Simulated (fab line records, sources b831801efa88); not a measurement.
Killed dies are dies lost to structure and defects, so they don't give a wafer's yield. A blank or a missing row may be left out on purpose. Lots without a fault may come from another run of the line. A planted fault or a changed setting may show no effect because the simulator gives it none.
Chamber matching | flow sky130 | SKY_VIA3_CMP_02 on cmp-02: 4 sister chambers
The step polishes SiO2. 18 wafers are shown with their chamber, then 9 later ones without.

WAFERS WITH THEIR CHAMBER
wafer  | chamber | motor_current_A (A)
L076.1 | 3       | 12.0
L076.2 | 0       | 11.0
L076.5 | 3       | 12.1
L077.1 | 1       | 13.0
L077.3 | 3       | 11.3
L077.4 | 0       | 11.3
L082.1 | 1       | 13.8
L082.4 | 0       | 11.3
L082.6 | 0       | 10.6
L083.1 | 0       | 10.6
L083.4 | 2       | 13.3
L083.5 | 0       | 10.7
L084.2 | 0       | 10.6
L084.3 | 2       | 12.0
L084.5 | 1       | 13.0
L085.1 | 1       | 13.7
L085.2 | 2       | 12.3
L085.3 | 3       | 12.9

SIGNATURES (means of the wafers above)
reading         | chamber 0 | chamber 1 | chamber 2 | chamber 3 | scatter within a chamber
motor_current_A | 10.871    | 13.375    | 12.533    | 12.075    | 0.494
Rule: a wafer's distance from a chamber is the root of the sum, over the readings, of the square of ((its reading less the chamber's mean) divided by the reading's scatter). The wafer belongs to the nearest chamber; if the next one is less than 2 further off, it can't be placed. The scatter: the root of (the sum of the squares of (reading less its chamber's mean) over the shown wafers, divided by (wafers less chambers)).

WAFERS WITHOUT THEIR CHAMBER
wafer  | motor_current_A (A)
L089.1 | 12.3
L089.2 | 13.0
L089.3 | 11.4
L092.1 | 10.6
L092.4 | 13.0
L092.5 | 12.4
L095.2 | 12.5
L095.3 | 14.1
L095.6 | 12.4

WHICH CHAMBER EACH WENT THROUGH
wafer  | from the rows above          | in truth
L089.1 | can't be placed: 3 or 2 or 1 | 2
L089.2 | can't be placed: 1 or 2 or 3 | 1
L089.3 | can't be placed: 0 or 3 or 2 | 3
L092.1 | 0                            | 0
L092.4 | can't be placed: 1 or 2 or 3 | 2
L092.5 | can't be placed: 2 or 3 or 1 | 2
L095.2 | can't be placed: 2 or 3 or 1 | 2
L095.3 | can't be placed: 1 or 2      | 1
L095.6 | can't be placed: 2 or 3 or 1 | 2
Placed correctly: 1 of 9. Can't be placed from these rows: 8 (the true chamber is among the candidates in 8). Placed wrongly: 0.
